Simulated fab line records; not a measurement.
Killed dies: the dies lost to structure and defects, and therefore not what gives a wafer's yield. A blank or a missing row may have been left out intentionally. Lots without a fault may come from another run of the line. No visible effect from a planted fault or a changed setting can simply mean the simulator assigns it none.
A lot that was struck, set against a sound lot | flow gf180mcu | 17 out of 602 route steps
Sound: wafers L886.2, L886.5, L886.6. Struck: wafer L892.3 (L892.2, L892.6, from the same lot, were not struck and are left out); the cause is given at the end.
Each step with rows lists, per side, the tool, then ch with its chambers, then its first start. Under that, the readings that differ: sound wafers | struck wafers | difference of the means | sigmas: that difference in standard deviations of wafers without a fault.
alike: a reading whose means differ by less than 2 such deviations, as well as words and numbers matching on both sides. not compared: withheld readings; readings where some wafer has no value; bounds like >300 that might hide an equal value; numbers whose values overlap and for which the record gives no deviation.
Wherever a step has rows on one side only, a row that says differs or no value, or a row with sigmas, the two part there. Numbers that have no deviation but don't overlap get no sigmas and don't part them. Lack of a reading on every wafer of one side parts them only where that side has two or more wafers.

first, 1 step without rows for these wafers: GF_STI_DEVELOP_11 (develop time 60 s).
GF_STI_CD_MEAS_12 targets a cd of 220 nm.
  sound on cd sem-02, day 2 12:56; struck on cd sem-01, day 3 18:38
  alike: cd nm
GF_STI_ETCH_13: etches the open film in CHF3/O2, stops on Si, target depth 282.31 nm, time 112.9 s.
  sound on rie diel-04 ch 0,1,3, day 2 13:02; struck on rie diel-03 ch 0, day 3 18:44
  reading            | sound             | struck | difference | sigmas
  rf fwd power W (W) | 594.5 596.8 592.1 | 601.6  | +7.1       | +3
  alike: drypump motor current A, oes product au, throttle valve pct
  not compared: rf hours counter h
GF_STI_ETCH_14: etches Si in HBr/Cl2/O2, target depth 360 nm, time 102.9 s.
  sound on rie si-02 ch 1,2, day 2 13:07; struck on rie si-02 ch 1, day 3 18:49
  alike: drypump motor current A, oes product au, rf fwd power W, throttle valve pct
  not compared: rf hours counter h
GF_STI_STRIP_15: strips in O2/N2.
  sound on plasma asher-03 ch 0,1, day 2 13:12; struck on plasma asher-04 ch 0, day 3 18:53
  alike: drypump motor current A, heater power w, oes product au, strip time to endpoint s
  not compared: rf hours counter h
then, 6 steps without rows for these wafers: GF_STI_CLEAN_16 (cleans in dHF, time 25 s); GF_STI_WET_ETCH_17 (etches Si3N4 in H3PO4, target depth 45 nm, time 514 s); GF_STI_CLEAN_18 (cleans in SC1/SC2, time 150 s); GF_STI_CLEAN_19 (cleans in dHF, time 20 s); GF_STI_WET_ETCH_20 (etches SiO2 in dHF, target depth 20 nm, time 400 s); GF_STI_OXIDATION_21 (stabilise 600 s, purge 300 s, target thk 15 nm).
GF_STI_THK_MEAS_22:
  sound on film metro-01, day 2 14:49; struck on film metro-01, day 3 20:29
  reading                   | sound             | struck | difference | sigmas
  STI_OXIDATION_01_THK (nm) | 14.96 15.10 15.04 | 14.25  | -0.78      | -3
GF_STI_CVD_23: deposits SiO2, target thk 650 nm, time 108.3 s.
  sound on hdpcvd-01 ch 0,2, day 2 14:52; struck on hdpcvd-02 ch 0, day 3 20:32
  reading                              | sound           | struck | difference | sigmas
  model.SiO2_of_STI_CVD_23.thk nm (nm) | 649.8 647 654.7 | 1219   | +568       |
GF_STI_THK_MEAS_24:
  sound on film metro-01, day 2 14:56; struck on film metro-03, day 3 20:37
  reading             | sound       | struck | difference | sigmas
  STI_CVD_23_THK (nm) | 649 647 655 | 1218   | +568       | +78
GF_STI_CMP_25: polishes, stops on Si3N4, t overpolish 33 s, target thk 524.6 nm.
  sound on cmp-01 ch 1,2, day 2 14:59; struck on cmp-01 ch 1, day 3 20:40
  reading                | sound       | struck | difference | sigmas
  time to endpoint s (s) | 127 123 133 | 237    | +109       | +25
  alike: motor current A, slurry filter dp kPa
then, 1 step without rows for these wafers: GF_STI_WET_ETCH_26 (etches SiO2 in dHF, target depth 94 nm, time 188 s).
GF_PASSIVATION_PROBE_99:
  the record has rows for the sound wafers here (prober-01, day 29 12:57) and none for the struck ones

## WHERE THEY PART
At GF_STI_ETCH_13 first; at GF_PASSIVATION_PROBE_99 last (within this record only).

WHY: what had been put in by the simulator
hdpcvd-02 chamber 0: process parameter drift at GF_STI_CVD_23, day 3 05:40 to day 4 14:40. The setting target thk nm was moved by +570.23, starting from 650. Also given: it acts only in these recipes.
